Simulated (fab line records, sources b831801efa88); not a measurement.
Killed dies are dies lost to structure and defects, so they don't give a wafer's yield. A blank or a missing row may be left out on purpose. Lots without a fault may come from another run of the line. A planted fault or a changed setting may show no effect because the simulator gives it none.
Which tool did it? | flow sky130 | 13 lots, 37 wafers sampled, at 6 steps of a route of 708

WHAT THE GAUGES READ, wafer by wafer
SKY_CONTACT_RS_MEAS_25: measures by four-point-probe.
lot  | measured     | on            | CONTACT_W_RS (ohm/sq)
L634 | day 30 07:06 | film_metro-04 | 0.336 0.337 0.340
L635 | day 31 20:22 | film_metro-01 | 0.332 0.330 0.334
L636 | day 32 12:37 | film_metro-01 | 0.337 0.335 0.336
L637 | day 33 09:57 | film_metro-04 | 0.336 0.336 0.337
L638 | day 33 11:41 | film_metro-01 | 0.333 0.332 0.335
L639 | day 33 16:52 | film_metro-04 | 0.341 0.340 0.335
L640 | day 33 23:58 | film_metro-04 | 0.341 0.335 0.340
L650 | day 37 13:10 | film_metro-03 | 0.337 0.337 0.335
L647 | day 37 13:26 | film_metro-04 | 0.314 0.338
L646 | day 37 18:01 | film_metro-04 | 0.317 0.335
L652 | day 37 21:08 | film_metro-01 | 0.341 0.339 0.337
L654 | day 38 10:52 | film_metro-04 | 0.331 0.333 0.335
L657 | day 39 14:35 | film_metro-04 | 0.337 0.340 0.334

SKY_CONTACT_THK_MEAS_26: measures by xrf.
lot  | measured     | on            | CONTACT_W_THK (nm)
L634 | day 30 07:13 | film_metro-04 | 350 347 347
L635 | day 31 20:28 | film_metro-01 | 348 353 347
L636 | day 32 12:44 | film_metro-01 | 351 352 352
L637 | day 33 10:04 | film_metro-04 | 346 346 345
L638 | day 33 11:47 | film_metro-01 | 350 352 348
L639 | day 33 16:59 | film_metro-04 | 340 343 348
L640 | day 34 00:05 | film_metro-04 | 345 351 344
L650 | day 37 13:17 | film_metro-03 | 344 346 345
L647 | day 37 13:32 | film_metro-04 | 379 349
L646 | day 37 18:08 | film_metro-04 | 375 353
L652 | day 37 21:14 | film_metro-01 | 343 343 346
L654 | day 38 10:59 | film_metro-04 | 352 350 347
L657 | day 39 14:43 | film_metro-04 | 345 344 348

SKY_METAL1_RS_MEAS_05: measures by four-point-probe.
lot  | measured     | on            | METAL1_ALCU_RS (ohm/sq)
L634 | day 30 07:43 | film_metro-02 | 0.1290 0.1291 0.1292
L635 | day 31 20:59 | film_metro-02 | 0.1285 0.1291 0.1275
L636 | day 32 13:14 | film_metro-02 | 0.1272 0.1281 0.1277
L637 | day 33 10:34 | film_metro-03 | 0.1266 0.1268 0.1264
L638 | day 33 12:18 | film_metro-01 | 0.1267 0.1270 0.1256
L639 | day 33 17:29 | film_metro-03 | 0.1294 0.1299 0.1295
L640 | day 34 00:35 | film_metro-01 | 0.1265 0.1274 0.1281
L650 | day 37 13:47 | film_metro-02 | 0.1275 0.1270 0.1264
L647 | day 37 14:03 | film_metro-01 | 0.1249 0.1243
L646 | day 37 18:38 | film_metro-02 | 0.1279 0.1288
L652 | day 37 21:52 | film_metro-03 | 0.1284 0.1280 0.1287
L654 | day 38 11:29 | film_metro-01 | 0.1298 0.1299 0.1297
L657 | day 39 15:13 | film_metro-03 | 0.1272 0.1276 0.1271

WHICH TOOL RAN EACH LOT (tool, then ch and the chambers of the sampled wafers, then the start)
lot  | SKY_CONTACT_CVD_24            | SKY_METAL1_SPUTTER_00        | SKY_METAL1_SPUTTER_04
L634 | cvd_w-01 ch 0,1, day 30 06:59 | pvd_sputter-04, day 30 07:35 | pvd_sputter-04, day 30 07:40
L635 | cvd_w-02 ch 0,1, day 31 20:14 | pvd_sputter-02, day 31 20:49 | pvd_sputter-02, day 31 20:55
L636 | cvd_w-01 ch 0,1, day 32 12:29 | pvd_sputter-01, day 32 13:05 | pvd_sputter-01, day 32 13:10
L637 | cvd_w-01 ch 0,1, day 33 09:50 | pvd_sputter-01, day 33 10:26 | pvd_sputter-01, day 33 10:31
L638 | cvd_w-02 ch 0,1, day 33 11:33 | pvd_sputter-04, day 33 12:08 | pvd_sputter-04, day 33 12:14
L639 | cvd_w-01 ch 0,1, day 33 16:46 | pvd_sputter-02, day 33 17:21 | pvd_sputter-02, day 33 17:26
L640 | cvd_w-02 ch 0,1, day 33 23:51 | pvd_sputter-04, day 34 00:26 | pvd_sputter-04, day 34 00:32
L650 | cvd_w-02 ch 1, day 37 12:57   | pvd_sputter-04, day 37 13:39 | pvd_sputter-04, day 37 13:44
L647 | cvd_w-01 ch 0,1, day 37 13:18 | pvd_sputter-01, day 37 13:53 | pvd_sputter-01, day 37 13:59
L646 | cvd_w-01 ch 0,1, day 37 17:55 | pvd_sputter-02, day 37 18:30 | pvd_sputter-02, day 37 18:35
L652 | cvd_w-02 ch 0,1, day 37 20:56 | pvd_sputter-04, day 37 21:43 | pvd_sputter-04, day 37 21:48
L654 | cvd_w-02 ch 1, day 38 10:46   | pvd_sputter-04, day 38 11:21 | pvd_sputter-04, day 38 11:26
L657 | cvd_w-02 ch 0,1, day 39 14:29 | pvd_sputter-04, day 39 15:04 | pvd_sputter-04, day 39 15:10
- SKY_CONTACT_CVD_24: deposits W, target thk 340 nm, time 102.12 s.
- SKY_METAL1_SPUTTER_00: material Ti, target thk 15 nm, time 10 s.
- SKY_METAL1_SPUTTER_04: material TiN, target thk 70 nm, time 58.3 s.

WHAT THE TOOLS THEMSELVES READ (means of the sampled wafers that have a number; where no wafer has one, the mark that the record gives instead)
SKY_CONTACT_CVD_24.
lot  | tool     | heater_power_w (W)
L634 | cvd_w-01 | 782
L635 | cvd_w-02 | 917
L636 | cvd_w-01 | 785
L637 | cvd_w-01 | 779
L638 | cvd_w-02 | 840
L639 | cvd_w-01 | 779
L640 | cvd_w-02 | 894
L650 | cvd_w-02 | 793
L647 | cvd_w-01 | 792
L646 | cvd_w-01 | 782
L652 | cvd_w-02 | 838
L654 | cvd_w-02 | 803
L657 | cvd_w-02 | 805

SKY_METAL1_SPUTTER_00.
lot  | tool           | throttle_valve_pct (%)
L634 | pvd_sputter-04 | 29.7
L635 | pvd_sputter-02 | 29.7
L636 | pvd_sputter-01 | 31.2
L637 | pvd_sputter-01 | 30.5
L638 | pvd_sputter-04 | 29.8
L639 | pvd_sputter-02 | 30.9
L640 | pvd_sputter-04 | 30.3
L650 | pvd_sputter-04 | 30.3
L647 | pvd_sputter-01 | 31.2
L646 | pvd_sputter-02 | 28.9
L652 | pvd_sputter-04 | 29.8
L654 | pvd_sputter-04 | 29.9
L657 | pvd_sputter-04 | 30.0

SKY_METAL1_SPUTTER_04.
lot  | tool           | throttle_valve_pct (%)
L634 | pvd_sputter-04 | 29.6
L635 | pvd_sputter-02 | 29.8
L636 | pvd_sputter-01 | 31.0
L637 | pvd_sputter-01 | 30.5
L638 | pvd_sputter-04 | 29.8
L639 | pvd_sputter-02 | 30.8
L640 | pvd_sputter-04 | 30.3
L650 | pvd_sputter-04 | 30.2
L647 | pvd_sputter-01 | 31.3
L646 | pvd_sputter-02 | 28.9
L652 | pvd_sputter-04 | 29.6
L654 | pvd_sputter-04 | 29.9
L657 | pvd_sputter-04 | 29.8

THE ANSWER, worked out from the rows above alone
Rule: what is usual is taken from the lots themselves. Put in order of their means at a reading, lots are off if they are a third of the lots or fewer, leave a main group of 4 or more, and stand apart from it by a gap of 3 or more times the standard deviation of the main group's means; of several such gaps the widest counts. A main group whose means are all the same, to the digits that the tables above print for the reading, isn't used. A lot without any number at a reading at which 4 lots or more have one is off too. The other lots that the step has rows for count as sound. The gauges are gone through in route order, then the tools' own readings, and for those a lot's mean is taken as printed above. The first step at which some lot is off is used, and at that step the reading that is off furthest; a lot without a number counts as furthest.
Off: L647, L646, at SKY_CONTACT_THK_MEAS_26 (CONTACT_W_THK). The main group: mean 347 nm, standard deviation 2.6.
A tool fits if, at a process step before that reading, it ran every lot that is off, and no sound lot after the first of them. The gauges at SKY_CONTACT_THK_MEAS_26 are tried like those tools. One fits: cvd_w-01 at SKY_CONTACT_CVD_24. Its last sound lot is L639 (day 33 16:46), its first lot that is off L647 (day 37 13:18): a fault that began between those two fits.

WHAT THE SIMULATOR HAD PUT IN
Process parameter drift: cvd_w-01, from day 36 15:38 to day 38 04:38, at SKY_CONTACT_CVD_24. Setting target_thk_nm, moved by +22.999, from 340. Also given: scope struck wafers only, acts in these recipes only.
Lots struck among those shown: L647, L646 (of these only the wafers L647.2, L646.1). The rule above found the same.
